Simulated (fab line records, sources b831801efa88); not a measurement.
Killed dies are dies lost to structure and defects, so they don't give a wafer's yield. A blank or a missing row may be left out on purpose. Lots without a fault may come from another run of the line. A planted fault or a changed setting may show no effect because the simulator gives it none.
Problem report in the 8D (eight disciplines) form, filled by code | flow sfq_line | the parts of the form that need people (team, actions taken, sign-off) are left out

1. THE PROBLEM
L0V_OVL at SFQ_L0V_OVL_MEAS_903 reads a mean of 52 nm on 9 wafers of 3 lots; wafers without a fault read -3 nm with a standard deviation of 4.6. That is +12 standard deviations from the usual mean.
First seen on wafer L726.2, day 12 18:36, on overlay-02. The record holds 45 wafers of 15 lots with a number at this step. Rule for "out", or "out of limits": more than 4 standard deviations from the usual mean. The other wafers with a number count as sound.

2. WHAT IT IS AND WHAT IT IS NOT
question                    | is                     | is not
which readings at this step | L0V_OVL                | -
which lots                  | L726, L727, L728       | L710, L711, L712, L713, L714, L715, L716, L717, L718, L723, L731, L732
which wafers of those lots  | all that have a number | -
read on which gauges        | overlay-01, overlay-02 | -
when                        | from day 12 18:36      | up to then (30 sound wafers); but 6 sound wafers of L731, L732 came after

3. SUSPECTS, AND WHAT RULES EACH OUT
Counting: a tool at a process step up to the reading stays a suspect if it ran every lot that is out and no sound lot after the first of them.
- the gauge at SFQ_L0V_OVL_MEAS_903: ruled out. The wafers that are out were read on 2 gauges (overlay-01, overlay-02).
- krf_scanner-02 at SFQ_TRILAYER_L0_VIA_LITHO_EXPOSE_014 (exposes mask L0V, target cd 700 nm): kept. It ran every lot that is out, first L726 (day 12 17:17), and no sound lot after that; its last sound lot up to then is L716 (day 9 21:00).
Left after counting: krf_scanner-02 at SFQ_TRILAYER_L0_VIA_LITHO_EXPOSE_014.

4. THE CAUSE (what the simulator had put in)
Scanner matching overlay: krf_scanner-02, from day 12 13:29 on, at SFQ_TRILAYER_L0_VIA_LITHO_EXPOSE_014. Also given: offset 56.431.
Counting left only this tool.

5. THE CHAIN OF EFFECTS, in route order
Each row: a reading whose mean over the struck wafers that have a number lies more than 3 standard deviations from the usual. Only readings for which the record gives a usual standard deviation are gone through. hours: the time from each lot's start at the first step in this table that gives one to its start at this step, as a median over the lots. sigmas: the change in usual standard deviations.
hours | step                 | reading | usual | on struck wafers | change | sigmas
0     | SFQ_L0V_OVL_MEAS_903 | L0V_OVL | -3 nm | 52               | +55    | +12

6. WHAT WOULD HAVE CAUGHT IT SOONER
In this record the first reading out of limits at a measuring or inspecting step was taken at day 12 18:36, 5 hours after the fault began at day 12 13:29.
Of the lots that are out (3), L727, L728 began SFQ_TRILAYER_L0_VIA_LITHO_EXPOSE_014 on krf_scanner-02 after day 12 18:36. A hold on the tool at that time would have spared those 2.
